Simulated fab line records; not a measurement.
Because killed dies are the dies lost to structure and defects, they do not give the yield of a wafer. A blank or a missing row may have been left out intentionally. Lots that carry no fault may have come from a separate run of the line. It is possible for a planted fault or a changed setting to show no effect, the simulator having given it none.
Shared-tool check | flow sky130 | 13 lots and 39 wafers in the sample

## WHY THIS WAS OPENED
At SKY_VT_ADJUST_NCORE_OVL_MEAS_08 the reading VT_ADJUST_NCORE_OVL is flagged on 2 of 13 lots. No-fault wafers: 0.1 nm, standard deviation 1.3.
Rule: flag the lot when none of its wafers has a number, or when each of its wafers that has one lies beyond 4 standard deviations from that mean. All remaining lots are regarded as sound.

lot  | measured     | on         | VT_ADJUST_NCORE_OVL (nm), wafer by wafer | flag
L570 | day 8 12:47  | overlay-02 | -1.5 -1.6 -0.7                           |
L571 | day 8 18:44  | overlay-02 | -0.3 1.0 1.5                             |
L572 | day 9 02:31  | overlay-01 | -1.7 -1.1 0.7                            |
L576 | day 10 05:17 | overlay-02 | 0.4 0.3 1.2                              |
L577 | day 10 12:46 | overlay-01 | 1.9 3.5 0.9                              |
L579 | day 11 00:48 | overlay-01 | -1.5 -4.0 -3.7                           |
L578 | day 11 01:58 | overlay-02 | 2.2 1.3 2.9                              |
L584 | day 12 12:16 | overlay-01 | 153.1 152.8 153.2                        | FLAGGED
L586 | day 13 05:20 | overlay-01 | 153.9 153.2 154.1                        | FLAGGED
L587 | day 13 15:36 | overlay-01 | -0.1 1.7 -0.1                            |
L589 | day 14 02:27 | overlay-01 | -0.5 -1.7 -1.6                           |
L590 | day 14 12:55 | overlay-01 | -2.1 -2.2 -2.5                           |
L592 | day 14 23:43 | overlay-02 | 0.5 -0.9 0.8                             |
On average the flagged lots read 153.4 nm, which is +153.3 nm against the usual, or +99 or more standard deviations.

## WHICH TOOL RAN EACH LOT
The record holds 1 process step before the reading, out of a route of 708 steps. Cell contents, in order: the tool; ch with the chambers the sampled wafers went through; the start.
lot  | flag    | SKY_VT_ADJUST_NCORE_EXPOSE_04
L570 |         | iline stepper-01 ch 0, day 8 03:32
L571 |         | iline stepper-02 ch 0, day 8 08:58
L572 |         | iline stepper-01 ch 0, day 8 16:07
L576 |         | iline stepper-01 ch 0, day 9 17:47
L577 |         | iline stepper-01 ch 0, day 10 02:06
L579 |         | iline stepper-02 ch 0, day 10 14:05
L578 |         | iline stepper-02 ch 0, day 10 15:11
L584 | FLAGGED | iline stepper-02 ch 0, day 12 00:48
L586 | FLAGGED | iline stepper-02 ch 0, day 12 16:58
L587 |         | iline stepper-01 ch 0, day 13 03:11
L589 |         | iline stepper-01 ch 0, day 13 13:42
L590 |         | iline stepper-01 ch 0, day 13 23:23
L592 |         | iline stepper-01 ch 0, day 14 10:43
What is done by these steps:
- SKY_VT_ADJUST_NCORE_EXPOSE_04: exposes mask LVTN COMPLEMENT THIN, target cd 380 nm.
- SKY_VT_ADJUST_NCORE_OVL_MEAS_08

## FLAGGED OVER TOTAL, TOOL BY TOOL (the gauges that took the reading come last)
step                            | tool             | lots run | flagged | share of the flagged lots | sound lots run after its first flagged lot
SKY_VT_ADJUST_NCORE_EXPOSE_04   | iline stepper-01 | 8        | 0       | none                      | -
SKY_VT_ADJUST_NCORE_EXPOSE_04   | iline stepper-02 | 5        | 2       | all                       | 0
SKY_VT_ADJUST_NCORE_OVL_MEAS_08 | overlay-01       | 8        | 2       | all                       | 3 (L587,L589,L590)
SKY_VT_ADJUST_NCORE_OVL_MEAS_08 | overlay-02       | 5        | 0       | none                      | -

## WHAT THE TABLE ALLOWS
Every flagged lot went through 2 rows of the table: iline stepper-02 at SKY_VT_ADJUST_NCORE_EXPOSE_04 and overlay-01 at SKY_VT_ADJUST_NCORE_OVL_MEAS_08.
- iline stepper-02 at SKY_VT_ADJUST_NCORE_EXPOSE_04: 2 of its 5 lots flagged. A fault beginning between L578 (day 10 15:11), its last sound lot, and L584 (day 12 00:48), its first flagged one, fits the data.
- overlay-01 at SKY_VT_ADJUST_NCORE_OVL_MEAS_08: 2 of its 8 lots flagged. After the first flagged lot (L587, L589, L590), sound lots still ran on it; a lasting fault on the whole tool would not permit that.
One tool is left: iline stepper-02 at SKY_VT_ADJUST_NCORE_EXPOSE_04.

## WHAT THE SIMULATOR HAD INSERTED
Scanner matching overlay: iline stepper-02, from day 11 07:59 on, at SKY_VT_ADJUST_NCORE_EXPOSE_04. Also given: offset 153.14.
Struck lots among those shown: L584, L586. The rule given above showed the same thing.
